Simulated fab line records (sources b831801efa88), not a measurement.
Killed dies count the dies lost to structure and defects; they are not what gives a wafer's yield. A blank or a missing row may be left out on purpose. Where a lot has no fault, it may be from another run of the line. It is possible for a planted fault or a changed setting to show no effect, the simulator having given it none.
Which tool did it?    flow gf180mcu    36 wafers from 12 lots sampled at 4 of the route's 602 steps

## WHAT EACH GAUGE READ, for each wafer
GF_M2_OVL_MEAS_15.
lot   measured      on          M2_OVL (nm)
L927  day 19 07:43  overlay-02  4 4 0
L929  day 20 11:00  overlay-01  5 4 5
L931  day 21 01:56  overlay-01  20 10 3
L933  day 21 22:09  overlay-02  -1 -1 0
L934  day 22 03:11  overlay-02  1 2 2
L938  day 23 22:22  overlay-01  -4 -4 -5
L939  day 24 05:35  overlay-01  11 12 13
L940  day 24 16:19  overlay-02  -1 -3 -5
L941  day 24 18:04  overlay-01  8 7 4
L942  day 25 06:16  overlay-01  1 -1 4
L943  day 25 15:32  overlay-02  5 3 3
L949  day 27 03:29  overlay-02  8 3 4

GF_V2_CD_MEAS_14: the cd target is 260 nm.
lot   measured      on         cd_nm (nm)
L927  day 20 09:16  cd_sem-02  258.7 260.2 258.0
L929  day 21 11:58  cd_sem-02  259.2 259.6 260.1
L931  day 22 03:15  cd_sem-01  260.5 260.2 260.5
L933  day 22 22:43  cd_sem-02  259.4 260.1 260.6
L934  day 23 03:05  cd_sem-02  260.9 259.8 261.8
L938  day 24 20:40  cd_sem-02  261.5 261.4 260.4
L939  day 25 04:59  cd_sem-02  259.4 259.0 257.7
L940  day 25 15:45  cd_sem-02  259.8 258.7 257.8
L941  day 25 17:23  cd_sem-02  260.5 260.8 261.7
L942  day 26 04:33  cd_sem-02  265.2 264.7 265.0
L943  day 26 14:01  cd_sem-02  266.3 264.9 265.8
L949  day 28 00:39  cd_sem-01  258.2 259.7 258.2

## EACH LOT AND THE TOOL THAT RAN IT (in order: tool; ch and the chambers of the sampled wafers; start)
lot   GF_M2_SPUTTER_01              GF_V2_SOFTBAKE_10
L927  pvd_sputter-02, day 18 06:56  litho_track-04 ch 0, day 19 21:00
L929  pvd_sputter-02, day 19 10:49  litho_track-03 ch 0, day 21 00:00
L931  pvd_sputter-01, day 20 01:34  litho_track-01 ch 0, day 21 15:00
L933  pvd_sputter-02, day 20 22:59  litho_track-03 ch 0, day 22 10:00
L934  pvd_sputter-01, day 21 03:49  litho_track-03 ch 0, day 22 15:00
L938  pvd_sputter-01, day 23 00:13  litho_track-01 ch 0, day 24 10:00
L939  pvd_sputter-02, day 23 07:02  litho_track-04 ch 0, day 24 18:00
L940  pvd_sputter-04, day 23 18:55  litho_track-03 ch 0, day 25 04:00
L941  pvd_sputter-04, day 23 19:52  litho_track-03 ch 0, day 25 06:00
L942  pvd_sputter-02, day 24 08:41  litho_track-01 ch 0, day 25 18:00
L943  pvd_sputter-04, day 24 17:22  litho_track-01 ch 0, day 26 03:00
L949  pvd_sputter-01, day 26 06:34  litho_track-04 ch 0, day 27 15:00
- GF_M2_SPUTTER_01: material TiN, target thk 30 nm, time 25 s.
- GF_V2_SOFTBAKE_10: time 60 s.

## WHAT THE TOOLS THEMSELVES READ (means of the sampled wafers that have a number; where no wafer has one, the mark that the record gives instead)
GF_M2_SPUTTER_01.
lot   tool            cathode_dc_power_W (W)  throttle_valve_pct (%)
L927  pvd_sputter-02  6499.8                  30.5
L929  pvd_sputter-02  6499.5                  31.1
L931  pvd_sputter-01  6500.3                  28.6
L933  pvd_sputter-02  6500.5                  30.6
L934  pvd_sputter-01  6500.2                  28.9
L938  pvd_sputter-01  6500.6                  29.8
L939  pvd_sputter-02  6500.6                  30.8
L940  pvd_sputter-04  6499.8                  29.7
L941  pvd_sputter-04  6499.8                  29.9
L942  pvd_sputter-02  6500.3                  30.2
L943  pvd_sputter-04  6500.8                  30.5
L949  pvd_sputter-01  6500.7                  29.6

GF_V2_SOFTBAKE_10.
lot   tool            run_length_s (s)
L927  litho_track-04  88.76
L929  litho_track-03  89.43
L931  litho_track-01  89.33
L933  litho_track-03  89.42
L934  litho_track-03  89.34
L938  litho_track-01  89.20
L939  litho_track-04  88.79
L940  litho_track-03  89.29
L941  litho_track-03  89.32
L942  litho_track-01  125.20
L943  litho_track-01  125.28
L949  litho_track-04  88.80

## THE ANSWER, worked out from the rows above alone
Rule: usual is defined by the lots themselves. The widest of any qualifying gaps counts: lots, ordered by their means at a reading, are off when they make up no more than a third of the lots, leave a main group of 4 or more, and stand apart from it by 3 or more times the standard deviation of that group's means. Not used: any main group whose means are identical at the precision the tables above print for the reading. A lot without any number at a reading at which 4 lots or more have one is off too. Any other lot the step has rows for is counted as sound. The gauges are gone through in route order, then the tools' own readings, and for those a lot's mean is taken as printed above. The first step at which some lot is off is used, and at that step the reading that is off furthest; a lot without a number counts as furthest.
Off, at GF_V2_CD_MEAS_14 on cd_nm: L942, L943. Main group: mean 259.8 nm, sd 0.94.
If a tool, at a process step before that reading, ran all the lots that are off and no sound lot after the first of them, it fits. Not tried: the gauges at GF_V2_CD_MEAS_14; whatever is off there is also off at GF_V2_SOFTBAKE_10, on other tools, and gauge error can't account for it. One fits: litho_track-01 at GF_V2_SOFTBAKE_10. A fault onset in the window from L938 (day 24 10:00, its last sound lot) to L942 (day 25 18:00, its first lot off) fits.
On the lots that are off, the tool's own readings at GF_V2_SOFTBAKE_10 differ by more than 5 times the standard deviation of the sound lots' means, which bears it out; run_length_s reads 125.24 s there versus 89.17 s on the sound lots.

## WHAT THE SIMULATOR HAD INSERTED
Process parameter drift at GF_V2_SOFTBAKE_10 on litho_track-01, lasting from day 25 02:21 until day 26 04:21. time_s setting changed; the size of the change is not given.
Lots struck among those shown: L942, L943. The rule given above showed the same thing.
